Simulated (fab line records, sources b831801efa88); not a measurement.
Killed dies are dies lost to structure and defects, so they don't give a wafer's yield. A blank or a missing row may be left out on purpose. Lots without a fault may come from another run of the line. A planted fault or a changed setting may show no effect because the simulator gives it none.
Which tool did it? | flow sky130 | 12 lots, 36 wafers sampled, at 1 step of a route of 708

WHAT THE GAUGES READ, wafer by wafer
SKY_VIA1_RS_MEAS_22: measures by four-point-probe.
lot  | measured     | on            | VIA1_W_RS (ohm/sq)
L641 | day 34 13:20 | film_metro-02 | 0.426 0.425 0.427
L642 | day 34 19:25 | film_metro-02 | 0.434 0.427 0.430
L644 | day 35 01:32 | film_metro-03 | 0.420 0.417 0.428
L648 | day 36 13:37 | film_metro-03 | 0.431 0.426 0.425
L650 | day 37 10:49 | film_metro-01 | 0.435 0.436 0.427
L651 | day 37 17:43 | film_metro-01 | 0.426 0.432 0.422
L652 | day 37 18:19 | film_metro-01 | 0.426 0.437 0.431
L653 | day 38 08:29 | film_metro-01 | 0.423 0.426 0.426
L654 | day 38 10:28 | film_metro-03 | 0.434 0.440 0.436
L655 | day 39 02:22 | film_metro-02 | 0.420 0.429 0.426
L661 | day 40 09:25 | film_metro-01 | 0.426 0.429 0.424
L662 | day 41 00:32 | film_metro-01 | 0.443 0.439 0.443

WHICH TOOL RAN EACH LOT (tool, then ch and the chambers of the sampled wafers, then the start)
The record holds no process step before these readings.

WHAT THE TOOLS THEMSELVES READ (means of the sampled wafers that have a number; where no wafer has one, the mark that the record gives instead)
The record holds no such reading with a usual standard deviation.

THE ANSWER, worked out from the rows above alone
Rule: what is usual is taken from the lots themselves. Put in order of their means at a reading, lots are off if they are a third of the lots or fewer, leave a main group of 4 or more, and stand apart from it by a gap of 3 or more times the standard deviation of the main group's means; of several such gaps the widest counts. A main group whose means are all the same, to the digits that the tables above print for the reading, isn't used. A lot without any number at a reading at which 4 lots or more have one is off too. The other lots that the step has rows for count as sound. The gauges are gone through in route order, then the tools' own readings, and for those a lot's mean is taken as printed above. The first step at which some lot is off is used, and at that step the reading that is off furthest; a lot without a number counts as furthest.
No lot is off at any reading shown: from this, nothing can be told.

WHAT THE SIMULATOR HAD PUT IN
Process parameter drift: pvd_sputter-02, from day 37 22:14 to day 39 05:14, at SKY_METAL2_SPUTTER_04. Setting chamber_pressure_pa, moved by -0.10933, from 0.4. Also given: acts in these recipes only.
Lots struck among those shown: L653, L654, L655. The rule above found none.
